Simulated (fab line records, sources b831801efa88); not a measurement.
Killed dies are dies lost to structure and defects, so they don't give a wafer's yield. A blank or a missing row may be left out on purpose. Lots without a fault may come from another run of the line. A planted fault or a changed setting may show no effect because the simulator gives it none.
fab line records | flow sky130
record lots=4 wafers=12 last_day=48
route steps=708 shown METAL3@565 VIA3@573 METAL4@598 CAP2M@603
lots that met no fault: from a run of the same line without faults
start_h: hours from the record's first day to the start of the lot's first wafer shown | wait_h: hours since the lot's step before | " the same as in the row above | L1.1+2: a row that stands for several wafers | - no value, or no start given | * or withheld: withheld | < > ~ a bound
route shown NAME@n: a module of which the file shows steps, and the number in the route of the first | usual: mean/standard deviation of fault-free wafers | same: alike in all rows | chamber/n: place in a boat | sites: the reading at each site | _std_site: their standard deviation | _edge_site: outer sites' mean less inner sites' | radius_mm: how far each site lies from the wafer's centre | mask NAME#n: copy n | behind: the tool/chamber that last shaped the wafer | hold: why the lot was held/for how many hours/how that ended | device: the transistor (n, p or np) that didn't switch | end of line: the same wafers' tests at the end of the route | a step without rows: its recipe alone | killed: dies lost to structure and defects at the first sort, not the wafer's yield | map: a wafer's dies, x killed, . not, _ none there
set.NAME: the setting as run; set.NAME@STEP: as run at that earlier step | model.NAME: the simulator's own value behind a step, which no gauge read
lots at some steps of the route; a table a step, a row a wafer
services: from which hour (start_h, from the record's first day; less than 0 if before it) a tool's chamber was out of use, for how many hours, and why
## steps
# step SKY_METAL3_DESCUM_15
# recipe chemistry=O2 source_power_w=150 bias_power_w=0 pressure_mtorr=10 temp_c=40 time_s=8
# step SKY_METAL3_ETCH_16
# recipe chemistry=N2/H2 target=BARC ion_energy_ev=200 bias_w=100 pressure_mtorr=30 n2_flow_sccm=100 h2_flow_sccm=200 icp_w=500 stop_on=SiO2 time_s=88.2 target_depth_a=600
# step SKY_METAL3_ETCH_17
# recipe target=SiO2 stop_on=TiN chemistry=C4F8/O2/Ar source_w=1500 bias_w=1200 pressure_mtorr=40 c4f8_flow_sccm=withheld O2_flow_sccm=6 Ar_flow_sccm=300 time_s=3.9 target_depth_a=150
# step SKY_METAL3_METAL_ETCH_18
# recipe target_depth_a=8450 stop_on=SiO2 over_etch_frac=0.3 time_s=183.1 chemistry=Cl2/BCl3 resist_sidewall_deg=88 pressure_mtorr=10 icp_w=900 bias_w=48.5 Cl2_flow_sccm=60 bcl3_flow_sccm=30
# step SKY_METAL3_STRIP_19
# recipe chemistry=O2/N2 power_w=1400 pressure_mtorr=1500 platen_temp_c=withheld o2_flow_sccm=3000 n2_flow_sccm=300 overash_fraction=0.5
# step SKY_METAL3_STRIP_20
# recipe chemistry=post_etch_residue_remover time_s=1200 temp_c=72.5
# step SKY_METAL3_CLEAN_21
# recipe chemistry=IPA time_s=180 temp_c=25
# step SKY_METAL3_CLEAN_22
# recipe chemistry=O3/DIW dry=n2_spin
# step SKY_VIA3_HDPCVD_00
# recipe material=SiO2 target_thk_nm=1635 sigma_open_frac=0.3 time_s=272.5 temp_c=400 sih4_flow_sccm=60 pressure_mtorr=6
# step SKY_VIA3_CMP_02
# recipe material=SiO2 down_force_psi=4 platen_rpm=60 pad_velocity_m_s=0.94248
# usual motor_current_A=11.4/0.95
# columns lot.wafer tool chamber start_h wait_h motor_current_A model.SiO2_of_VIA3_HDPCVD_00.thk_nm
L915.2 cmp-02 3 973.85 0.1 11.5 467.2
L915.4 " 1 " " 10.1 465.2
L915.6 " 2 " " 12.2 465.1
L916.2 cmp-01 2 979.28 0.1 11.4 464.5
L916.3 " 0 " " 12.7 464.8
L916.6 " 1 " " 11.7 464.9
L918.1 cmp-01 1 987.42 0.1 11.7 430.3
L918.2 " 3 " " 10.3 429
L918.4 " 0 " " 12.8 429
L919.2 cmp-01 0 1000.29 0.0 12.2 429.1
L919.3 " 1 " " 11.5 428.6
L919.5 " 0 " " 12.4 429.5
# step SKY_VIA3_DEHYDRATE_04
# recipe temp_c=200 time_s=60
# step SKY_VIA3_HMDS_05
# recipe prime_time_s=60 prime_temp_c=120
# step SKY_VIA3_COAT_06
# recipe resist=BARC temp_c=withheld time_s=withheld spin_rpm=3000 resist_thk_nm=60
# step SKY_VIA3_COAT_07
# recipe resist=KrF-thick spin_rpm=3000 resist_thk_nm=450
# step SKY_VIA3_SOFTBAKE_08
# recipe temp_c=100 time_s=90 resist=KrF-thick
# step SKY_VIA3_EXPOSE_09
# recipe mask_id=VIM3 na=0.8 source_shape=annular sigma_inner=0.55 sigma_outer=0.85 target_cd_nm=200 dose_mj=38
# step SKY_VIA3_PEB_10
# recipe peb_temp_c=withheld peb_time_s=withheld resist=KrF-thick
# step SKY_VIA3_DEVELOP_11
# recipe develop_time_s=60 resist=KrF-thick dev_temp_c=21
# step SKY_VIA3_ETCH_14
# recipe chemistry=N2/H2 target=BARC ion_energy_ev=200 source_w=500 bias_w=100 pressure_mtorr=30 n2_flow_sccm=100 h2_flow_sccm=200 stop_on=SiO2 time_s=45.9 target_depth_a=600
# step SKY_VIA3_ETCH_15
# recipe target=SiO2 chemistry=C4F8/O2/Ar target_depth_nm=507 stop_on=TiN mask_material=KrF-thick source_w=1500 bias_w=1200 pressure_mtorr=40 c4f8_flow_sccm=withheld O2_flow_sccm=6 Ar_flow_sccm=300 time_s=78
# usual oes_product_au=0.946/0.0049
# columns lot.wafer tool chamber start_h wait_h oes_product_au rf_hours_counter_h model.VIA3.feature_depth_nm model.etch.depth_nm
L915.2 rie_diel-04 1 997.92 0.0 0.945 10 467.2 467.2
L915.4 " 2 " " 0.944 - 465.2 465.2
L915.6 " 1 " " 0.951 - 465.1 465.1
L916.2 rie_diel-02 1 1003.63 0.0 0.940 29 464.5 464.5
L916.3 " 0 " " 0.933 14 464.8 464.8
L916.6 " 0 " " 0.950 - 464.9 464.9
L918.1 rie_diel-02 3 1011.47 0.0 0.911 22 430.3 430.3
L918.2 " 2 " " 0.898 24 429 429
L918.4 " 1 " " 0.894 30 429 429
L919.2 rie_diel-03 1 1023.63 0.0 0.901 22 429.1 429.1
L919.3 " 3 " " 0.899 9 428.6 428.6
L919.5 " 3 " " 0.904 - 429.5 429.5
# step SKY_VIA3_STRIP_16
# recipe chemistry=O2/N2 power_w=1400 pressure_mtorr=1500 platen_temp_c=withheld o2_flow_sccm=3000 n2_flow_sccm=300 overash_fraction=0.5
# step SKY_VIA3_STRIP_17
# recipe chemistry=post_etch_residue_remover time_s=1200 temp_c=72.5
# step SKY_VIA3_CLEAN_18
# recipe chemistry=IPA time_s=180 temp_c=25
# step SKY_VIA3_CLEAN_19
# recipe chemistry=O3/DIW dry=n2_spin
# step SKY_VIA3_SPUTTER_20
# recipe material=TiN target_thk_nm=20 chamber_pressure_pa=5 power_w=4000 time_s=80
# step SKY_VIA3_CVD_21
# recipe material=W target_thk_nm=390 time_s=117.31 temp_c=400 pressure_torr=40
# step SKY_VIA3_CMP_24
# recipe stop_on=SiO2 t_overpolish_s=20 down_force_psi=3.5 platen_rpm=60 target_thk_nm=0 pad_velocity_m_s=0.94248
# step SKY_METAL4_SPUTTER_00
# recipe material=Ti target_thk_nm=15 power_w=3000 time_s=10 chamber_pressure_pa=0.4
# step SKY_METAL4_SPUTTER_01
# recipe material=TiN target_thk_nm=20 power_w=6500 time_s=16.7 chamber_pressure_pa=0.4
# step SKY_METAL4_SPUTTER_02
# recipe material=AlCu target_thk_nm=735 power_w=10600 time_s=39.1 chamber_pressure_pa=0.4
# step SKY_METAL4_SPUTTER_03
# recipe material=Ti target_thk_nm=5 power_w=3000 time_s=3.3 chamber_pressure_pa=0.4
# step SKY_METAL4_SPUTTER_04
# recipe material=TiN target_thk_nm=70 power_w=6500 time_s=58.3 chamber_pressure_pa=0.4
# step SKY_CAP2M_CVD_00
# recipe material=SiO2 target_thk_nm=15.5 temp_c=400 time_s=withheld rf_w=450
# step SKY_METAL4_METAL_ETCH_18
# recipe target_depth_a=8450 stop_on=SiO2 over_etch_frac=0.3 time_s=183.1 chemistry=Cl2/BCl3 resist_sidewall_deg=88 pressure_mtorr=10 icp_w=900 bias_w=48.5 Cl2_flow_sccm=60 bcl3_flow_sccm=30
# usual drypump_motor_current_A=5.6/0.47 oes_product_au=0.865/0.006 throttle_valve_pct=22.266/0.0093
# same over_etch_frac=0.3
# columns lot.wafer tool chamber start_h wait_h drypump_motor_current_A oes_product_au rf_hours_counter_h throttle_valve_pct model.SiO2_of_VIA3_HDPCVD_00.thk_nm
L915.2 rie_metal-01 1 1045.97 0.0 5.9 0.864 11 22.255 437.4
L915.4 " 0 " " 6.0 0.859 - 22.259 435.8
L915.6 " 0 " " 6.1 0.855 - 22.249 435.6
L916.2 rie_metal-01 0 1051.82 0.0 6.1 0.867 21 22.250 435.1
L916.3 " 0 " " 6.0 0.863 - 22.260 435.3
L916.6 " 1 " " 5.9 0.867 - 22.267 435.1
L918.1 rie_metal-04 0 1058.99 0.0 5.4 0.875 16 22.270 400.9
L918.2 " 1 " " 6.0 0.864 18 22.271 399.2
L918.4 " 1 " " 6.0 0.870 - 22.274 399
L919.2 rie_metal-02 1 1069.32 0.0 4.8 0.871 8 22.278 399.6
L919.3 " 0 " " 5.2 0.858 - 22.266 399.2
L919.5 " 0 " " 5.2 0.863 - 22.265 399.9
## services
# columns tool chamber start_h hours kind
rie_diel-04 1 950.72 9.9 repair
cmp-01 - 971.26 0.4 repair
rie_metal-02 - 976.11 0.2 repair
rie_diel-04 - 981.80 2.8 pm
rie_diel-04 3 986.33 13.8 repair
rie_diel-03 3 986.34 3.0 repair
rie_metal-04 - 1003.30 1.2 repair
rie_diel-02 1 1016.19 3.3 repair
cmp-01 - 1037.66 0.2 repair
rie_diel-02 3 1047.97 2.8 repair
rie_diel-02 1 1050.81 - clean
rie_diel-02 1 1050.81 - consumable_replace:showerhead
rie_diel-02 1 1050.81 20.0 scheduled_down
rie_diel-02 1 1050.81 20.0 vent_cycle
## key
first_sign step=SKY_VIA3_ETCH_15 reading=oes_product_au direction=down sigmas=9 usual=0.946 struck=0.901
effect none on later readings
model_effect step=SKY_VIA3_CMP_02 value=SiO2_of_VIA3_HDPCVD_00.thk_nm without=464.1 struck=429.2
model_effect step=SKY_VIA3_ETCH_15 value=VIA3.feature_depth_nm without=464.1 struck=429.2
model_effect step=SKY_METAL4_METAL_ETCH_18 value=SiO2_of_VIA3_HDPCVD_00.thk_nm without=434.5 struck=399.6
met_at SKY_VIA3_CMP_02
struck_wafers L918.1,L918.2,L918.4,L919.2,L919.3,L919.5
onset_between 979.28 987.42
also_fits time
fault kind=process_parameter_drift tool=cmp-01 chamber=- onset_h=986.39 steps=SKY_VIA3_CMP_02 channel=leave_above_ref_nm offset=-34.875 shape=step end_h=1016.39 acts_in=these_recipes_only stated=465
